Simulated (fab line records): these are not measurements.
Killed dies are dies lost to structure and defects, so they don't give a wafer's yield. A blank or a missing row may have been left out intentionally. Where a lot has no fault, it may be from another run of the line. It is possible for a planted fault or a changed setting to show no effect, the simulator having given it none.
Matching of chambers -- flow sky130 -- SKY_VIA4_CMP_21 on cmp-02 has 4 sister chambers
The step polishes, stops on SiO2, t overpolish 25 s, target thk 0 nm. 16 wafers are shown with their chamber, then 8 later ones without.

## WAFERS, EACH WITH ITS CHAMBER
wafer,chamber,motor-current-A (A),time-to-endpoint-s (s),overpolish-run-s (s)
L842.2,3,11.4,116,24.984
L842.3,0,12.9,125,24.991
L842.4,2,12.2,123,25.002
L843.2,3,11.6,124,25.007
L843.3,0,12.2,124,25.010
L843.6,3,11.6,126,25.000
L845.2,0,12.6,123,24.997
L845.5,0,12.8,124,24.991
L845.6,3,11.2,123,24.981
L850.1,0,12.7,128,25.002
L850.5,2,12.3,123,24.997
L850.6,1,11.1,135,25.001
L859.3,0,13.3,120,24.997
L859.4,2,12.1,122,24.995
L859.5,0,12.8,121,25.016
L860.2,2,11.8,122,24.999

SIGNATURES, as means of the wafers listed above
reading,chamber 0,chamber 1,chamber 2,chamber 3,scatter within a chamber
motor-current-A,12.757,11.100,12.100,11.450,0.275
time-to-endpoint-s,123.57,135.00,122.50,122.25,2.88
overpolish-run-s,25.00057,25.00100,24.99825,24.99300,0.00928
Rule: a wafer lies at a distance from a chamber equal to the root of the sum of squares, over the readings, of (its reading less the chamber's mean, divided by the reading's scatter). If the next closest chamber is less than 2 further off than the closest, the wafer can't be placed; otherwise it belongs to the closest. The scatter: the root of (the sum of the squares of (reading less its chamber's mean) over the shown wafers, divided by (wafers less chambers)).

## WAFERS WHOSE CHAMBER IS MISSING
wafer,motor-current-A (A),time-to-endpoint-s (s),overpolish-run-s (s)
L860.3,12.9,119,25.005
L860.4,11.4,121,25.000
L862.1,10.1,121,25.021
L862.4,10.2,128,25.000
L862.6,11.0,126,25.002
L863.3,11.2,123,24.998
L863.4,10.4,130,24.996
L863.5,12.5,130,25.001

## THE CHAMBER EACH PASSED THROUGH
wafer,from the rows above,in truth
L860.3,can't be placed: 0 or 2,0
L860.4,can't be placed: 3 or 2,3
L862.1,can't be placed: 3 or 1 or 2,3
L862.4,can't be placed: 1 or 3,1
L862.6,can't be placed: 3 or 1 or 2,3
L863.3,3,3
L863.4,can't be placed: 1 or 3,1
L863.5,can't be placed: 0 or 2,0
Placed correctly: 1 of 8. Unplaceable from these rows: 7, with the true chamber sitting among the candidates in 7. Wrongly placed: 0.
